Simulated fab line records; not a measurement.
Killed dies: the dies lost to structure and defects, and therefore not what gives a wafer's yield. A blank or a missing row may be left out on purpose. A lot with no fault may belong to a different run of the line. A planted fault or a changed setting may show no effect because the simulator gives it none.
Which of the tools did it? + flow sky130 + Sampling: 6 lots, 18 wafers, 2 of 708 route steps

## WHAT THE GAUGES READ, wafer by wafer
SKY_VIA2_BOW_MEAS_03.
| lot  | measured     | on           | VIA2_BOW (um) |
|------|--------------|--------------|---------------|
| L724 | day 37 20:50 | filmMetro-03 | 91 73 91      |
| L726 | day 37 22:04 | filmMetro-03 | 85 85 87      |
| L728 | day 38 20:07 | filmMetro-03 | 86 83 90      |
| L730 | day 39 15:58 | filmMetro-03 | 98 98 103     |
| L732 | day 40 00:16 | filmMetro-02 | 93 93 95      |
| L740 | day 42 02:26 | filmMetro-03 | 69 72 84      |

## WHAT TOOL EACH LOT RAN ON (gives the tool, then ch and the chambers of the sampled wafers, and finally the start)
| lot  | SKY_METAL2_STRIP_20                 |
|------|-------------------------------------|
| L724 | plasmaAsher-01 ch 0,1, day 37 19:43 |
| L726 | plasmaAsher-01 ch 0,1, day 37 20:59 |
| L728 | plasmaAsher-02 ch 0,1, day 38 19:02 |
| L730 | plasmaAsher-04 ch 0,1, day 39 14:47 |
| L732 | plasmaAsher-04 ch 0,1, day 39 23:04 |
| L740 | plasmaAsher-01 ch 0,1, day 42 01:19 |
- SKY_METAL2_STRIP_20: strips in O2/N2.

## THE ANSWER, worked out from the rows above alone
Rule: the lots themselves supply what counts as usual. Put in order of their means at a reading, lots are off if they are a third of the lots or fewer, leave a main group of 4 or more, and stand apart from it by a gap of 3 or more times the standard deviation of the main group's means; of several such gaps the widest counts. A main group whose means are all the same, to the digits that the tables above print for the reading, isn't used. Also off: a lot with no number at a reading for which 4 or more lots have one. The other lots that the step has rows for count as sound.
Nothing can be told from this: no lot is off at any reading shown.

## WHAT WAS PUT IN BY THE SIMULATOR
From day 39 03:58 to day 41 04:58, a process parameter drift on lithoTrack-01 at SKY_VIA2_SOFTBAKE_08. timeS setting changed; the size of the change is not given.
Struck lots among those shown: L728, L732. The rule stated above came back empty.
